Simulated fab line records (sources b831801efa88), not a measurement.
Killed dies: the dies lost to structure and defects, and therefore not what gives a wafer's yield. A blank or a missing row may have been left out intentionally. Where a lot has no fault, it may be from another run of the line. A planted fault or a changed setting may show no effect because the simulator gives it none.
Matching of chambers || flow gf180mcu || GF_CONTACT_CMP_27 on cmp-02: 4 sister chambers
The step polishes, stops on SiO2, t overpolish 15 s, target thk 0 nm. 33 wafers are shown with their chamber, then 12 later ones without.

WAFERS, EACH WITH ITS CHAMBER
{"wafer": "L076.2", "chamber": 2, "motor-current-A (A)": 10.5, "time-to-endpoint-s (s)": 68, "overpolish-run-s (s)": 14.986}
{"wafer": "L076.4", "chamber": 1, "motor-current-A (A)": 12.3, "time-to-endpoint-s (s)": 69, "overpolish-run-s (s)": 14.994}
{"wafer": "L076.5", "chamber": 3, "motor-current-A (A)": 13.6, "time-to-endpoint-s (s)": 73, "overpolish-run-s (s)": 14.995}
{"wafer": "L077.3", "chamber": 0, "motor-current-A (A)": 9.2, "time-to-endpoint-s (s)": 68, "overpolish-run-s (s)": 14.994}
{"wafer": "L077.5", "chamber": 3, "motor-current-A (A)": 13.4, "time-to-endpoint-s (s)": 70, "overpolish-run-s (s)": 15.000}
{"wafer": "L077.6", "chamber": 2, "motor-current-A (A)": 10.3, "time-to-endpoint-s (s)": 70, "overpolish-run-s (s)": 15.006}
{"wafer": "L080.1", "chamber": 2, "motor-current-A (A)": 10.5, "time-to-endpoint-s (s)": 70, "overpolish-run-s (s)": 15.008}
{"wafer": "L080.4", "chamber": 0, "motor-current-A (A)": 9.5, "time-to-endpoint-s (s)": 71, "overpolish-run-s (s)": 15.003}
{"wafer": "L080.5", "chamber": 2, "motor-current-A (A)": 10.4, "time-to-endpoint-s (s)": 70, "overpolish-run-s (s)": 15.005}
{"wafer": "L082.3", "chamber": 1, "motor-current-A (A)": 12.9, "time-to-endpoint-s (s)": 65, "overpolish-run-s (s)": 15.004}
{"wafer": "L082.4", "chamber": 3, "motor-current-A (A)": 13.9, "time-to-endpoint-s (s)": 67, "overpolish-run-s (s)": 15.003}
{"wafer": "L082.5", "chamber": 1, "motor-current-A (A)": 12.2, "time-to-endpoint-s (s)": 67, "overpolish-run-s (s)": 15.011}
{"wafer": "L082.1", "chamber": 2, "motor-current-A (A)": 10.8, "time-to-endpoint-s (s)": 67, "overpolish-run-s (s)": 14.996}
{"wafer": "L082.2", "chamber": 0, "motor-current-A (A)": 9.2, "time-to-endpoint-s (s)": 63, "overpolish-run-s (s)": 14.997}
{"wafer": "L082.6", "chamber": 2, "motor-current-A (A)": 10.5, "time-to-endpoint-s (s)": 66, "overpolish-run-s (s)": 15.004}
{"wafer": "L085.3", "chamber": 3, "motor-current-A (A)": 14.3, "time-to-endpoint-s (s)": 74, "overpolish-run-s (s)": 14.999}
{"wafer": "L085.4", "chamber": 0, "motor-current-A (A)": 9.2, "time-to-endpoint-s (s)": 70, "overpolish-run-s (s)": 15.009}
{"wafer": "L085.6", "chamber": 0, "motor-current-A (A)": 9.6, "time-to-endpoint-s (s)": 68, "overpolish-run-s (s)": 14.990}
{"wafer": "L085.1", "chamber": 1, "motor-current-A (A)": 12.2, "time-to-endpoint-s (s)": 75, "overpolish-run-s (s)": 15.003}
{"wafer": "L085.2", "chamber": 2, "motor-current-A (A)": 10.5, "time-to-endpoint-s (s)": 73, "overpolish-run-s (s)": 14.998}
{"wafer": "L085.5", "chamber": 1, "motor-current-A (A)": 12.5, "time-to-endpoint-s (s)": 69, "overpolish-run-s (s)": 15.001}
{"wafer": "L088.2", "chamber": 2, "motor-current-A (A)": 10.7, "time-to-endpoint-s (s)": 64, "overpolish-run-s (s)": 15.001}
{"wafer": "L088.3", "chamber": 3, "motor-current-A (A)": 13.6, "time-to-endpoint-s (s)": 66, "overpolish-run-s (s)": 14.988}
{"wafer": "L088.4", "chamber": 0, "motor-current-A (A)": 9.6, "time-to-endpoint-s (s)": 63, "overpolish-run-s (s)": 15.010}
{"wafer": "L086.1", "chamber": 2, "motor-current-A (A)": 10.8, "time-to-endpoint-s (s)": 64, "overpolish-run-s (s)": 15.000}
{"wafer": "L086.2", "chamber": 3, "motor-current-A (A)": 12.8, "time-to-endpoint-s (s)": 63, "overpolish-run-s (s)": 14.993}
{"wafer": "L086.3", "chamber": 0, "motor-current-A (A)": 9.8, "time-to-endpoint-s (s)": 61, "overpolish-run-s (s)": 15.013}
{"wafer": "L089.1", "chamber": 2, "motor-current-A (A)": 10.6, "time-to-endpoint-s (s)": 67, "overpolish-run-s (s)": 15.016}
{"wafer": "L089.5", "chamber": 3, "motor-current-A (A)": 14.5, "time-to-endpoint-s (s)": 64, "overpolish-run-s (s)": 15.015}
{"wafer": "L089.6", "chamber": 2, "motor-current-A (A)": 10.2, "time-to-endpoint-s (s)": 67, "overpolish-run-s (s)": 15.009}
{"wafer": "L090.2", "chamber": 3, "motor-current-A (A)": 13.2, "time-to-endpoint-s (s)": 71, "overpolish-run-s (s)": 15.001}
{"wafer": "L090.3", "chamber": 0, "motor-current-A (A)": 9.6, "time-to-endpoint-s (s)": 66, "overpolish-run-s (s)": 14.993}
{"wafer": "L090.6", "chamber": 2, "motor-current-A (A)": 10.5, "time-to-endpoint-s (s)": 69, "overpolish-run-s (s)": 15.007}

SIGNATURES (averages over the wafers above)
{"reading": "motor-current-A", "chamber 0": 9.463, "chamber 1": 12.420, "chamber 2": 10.525, "chamber 3": 13.662, "scatter within a chamber": 0.337}
{"reading": "time-to-endpoint-s", "chamber 0": 66.25, "chamber 1": 69.00, "chamber 2": 67.92, "chamber 3": 68.50, "scatter within a chamber": 3.44}
{"reading": "overpolish-run-s", "chamber 0": 15.00113, "chamber 1": 15.00260, "chamber 2": 15.00300, "chamber 3": 14.99925, "scatter within a chamber": 0.00783}
Rule: a wafer's distance from a chamber is the root of the sum, over the readings, of the square of ((its reading less the chamber's mean) divided by the reading's scatter). If the next closest chamber is less than 2 further off than the closest, the wafer can't be placed; otherwise it belongs to the closest. The scatter is the square root of a quotient: the sum, over the shown wafers, of each reading's squared deviation from its chamber's mean, divided by wafers minus chambers.

WAFERS MISSING THEIR CHAMBER
{"wafer": "L091.3", "motor-current-A (A)": 9.5, "time-to-endpoint-s (s)": 68, "overpolish-run-s (s)": 14.998}
{"wafer": "L091.4", "motor-current-A (A)": 12.5, "time-to-endpoint-s (s)": 73, "overpolish-run-s (s)": 14.980}
{"wafer": "L091.6", "motor-current-A (A)": 9.4, "time-to-endpoint-s (s)": 67, "overpolish-run-s (s)": 15.006}
{"wafer": "L091.1", "motor-current-A (A)": 10.3, "time-to-endpoint-s (s)": 70, "overpolish-run-s (s)": 15.005}
{"wafer": "L091.2", "motor-current-A (A)": 14.2, "time-to-endpoint-s (s)": 69, "overpolish-run-s (s)": 14.992}
{"wafer": "L091.5", "motor-current-A (A)": 11.9, "time-to-endpoint-s (s)": 73, "overpolish-run-s (s)": 15.010}
{"wafer": "L094.3", "motor-current-A (A)": 13.6, "time-to-endpoint-s (s)": 73, "overpolish-run-s (s)": 14.990}
{"wafer": "L094.4", "motor-current-A (A)": 12.3, "time-to-endpoint-s (s)": 69, "overpolish-run-s (s)": 14.994}
{"wafer": "L094.6", "motor-current-A (A)": 12.3, "time-to-endpoint-s (s)": 71, "overpolish-run-s (s)": 15.000}
{"wafer": "L095.1", "motor-current-A (A)": 9.4, "time-to-endpoint-s (s)": 64, "overpolish-run-s (s)": 14.988}
{"wafer": "L095.4", "motor-current-A (A)": 13.3, "time-to-endpoint-s (s)": 70, "overpolish-run-s (s)": 14.992}
{"wafer": "L095.6", "motor-current-A (A)": 12.0, "time-to-endpoint-s (s)": 70, "overpolish-run-s (s)": 15.003}

THE CHAMBER EACH PASSED THROUGH
{"wafer": "L091.3", "from the rows above": 0, "in truth": 0}
{"wafer": "L091.4", "from the rows above": "can't be placed: 1 or 3", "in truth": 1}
{"wafer": "L091.6", "from the rows above": 0, "in truth": 0}
{"wafer": "L091.1", "from the rows above": "can't be placed: 2 or 0", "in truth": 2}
{"wafer": "L091.2", "from the rows above": 3, "in truth": 3}
{"wafer": "L091.5", "from the rows above": 1, "in truth": 1}
{"wafer": "L094.3", "from the rows above": 3, "in truth": 3}
{"wafer": "L094.4", "from the rows above": 1, "in truth": 1}
{"wafer": "L094.6", "from the rows above": 1, "in truth": 1}
{"wafer": "L095.1", "from the rows above": 0, "in truth": 0}
{"wafer": "L095.4", "from the rows above": "can't be placed: 3 or 1", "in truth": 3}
{"wafer": "L095.6", "from the rows above": 1, "in truth": 1}
9 of 12 placed correctly. From these rows, 3 cannot be placed; in 3 the true chamber is one of the candidates. Wrongly placed: 0.
